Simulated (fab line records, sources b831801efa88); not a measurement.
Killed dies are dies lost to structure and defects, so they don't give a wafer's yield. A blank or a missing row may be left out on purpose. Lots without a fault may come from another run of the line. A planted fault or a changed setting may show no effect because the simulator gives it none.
One fault seen from 2 desks | flow sky130 | each desk has only its own numbers; what lay behind them comes last

THE TOOL OWNER'S DESK: implanter-01
The tool's own readings at SKY_SONOS_TUNNEL_IMPLANT_09: means of the sampled wafers that have a number, for each lot that ran on this tool. A lot is out of limits, marked OUT, if its mean lies more than 4 standard deviations from the usual mean; the brackets give that distance.
Columns: A = beam_energy_keV at SKY_SONOS_TUNNEL_IMPLANT_09, usual 19.999; B = beam_on_s at SKY_SONOS_TUNNEL_IMPLANT_09, usual 9.99 s
lot  | first seen here | A                        | B
L266 | day 11 13:23    | 20.008                   | 10.00
L274 | day 14 02:03    | 20.000                   | 10.04
L285 | day 17 14:56    | 19.074 (-99 or more) OUT | 10.09
L288 | day 18 22:41    | 19.084 (-99 or more) OUT | 9.87
This desk's finding: out of limits on L285, L288; first on L285, day 17 14:56 (beam_energy_keV at SKY_SONOS_TUNNEL_IMPLANT_09). In limits: L266, L274.

THE METROLOGY DESK
What the gauges read, lot by lot, whatever tool the lot ran on: means of the sampled wafers that have a number. A lot is out of limits, marked OUT, if its mean lies more than 4 standard deviations from the usual mean; the brackets give that distance.
Columns: A = VT_ADJUST_PCH_TW at SKY_VT_ADJUST_PCH_TW_MEAS_10, usual 142.6; B = cd_nm at SKY_SONOS_TUNNEL_CD_MEAS_07, usual 409.5 nm; C = SONOS_TUNNEL_OVL at SKY_SONOS_TUNNEL_OVL_MEAS_08, usual -1.1 nm
lot  | first seen here | A     | B     | C
L266 | day 10 13:34    | 144.2 | 411.4 | -1.4
L274 | day 12 23:41    | 142.6 | 411.1 | -1.9
L277 | day 14 05:37    | 143.2 | 409.0 | -1.2
L285 | day 16 10:38    | 144.2 | 408.6 | -4.2
L288 | day 17 16:33    | 142.6 | 410.1 | -1.6
L289 | day 17 16:42    | 144.0 | 408.0 | 0.5
This desk's finding: nothing out of limits on any of the 6 lots.

PUT TOGETHER
The tool owner's desk could have raised an alarm at day 17 14:56, on L285, L288.
The metrology desk saw nothing out of limits.
The metrology desk has L285, L288 on record, within its limits.
Of the lots named, all ran SKY_SONOS_TUNNEL_IMPLANT_09 on implanter-01.

WHAT THE SIMULATOR HAD PUT IN
Process parameter drift: implanter-01, from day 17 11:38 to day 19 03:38, at SKY_SONOS_TUNNEL_IMPLANT_09. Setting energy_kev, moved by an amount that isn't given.
Lots struck among those shown: L285, L288.
Hours from the fault's start to each desk's first reading out of limits: the tool owner's desk, 3.
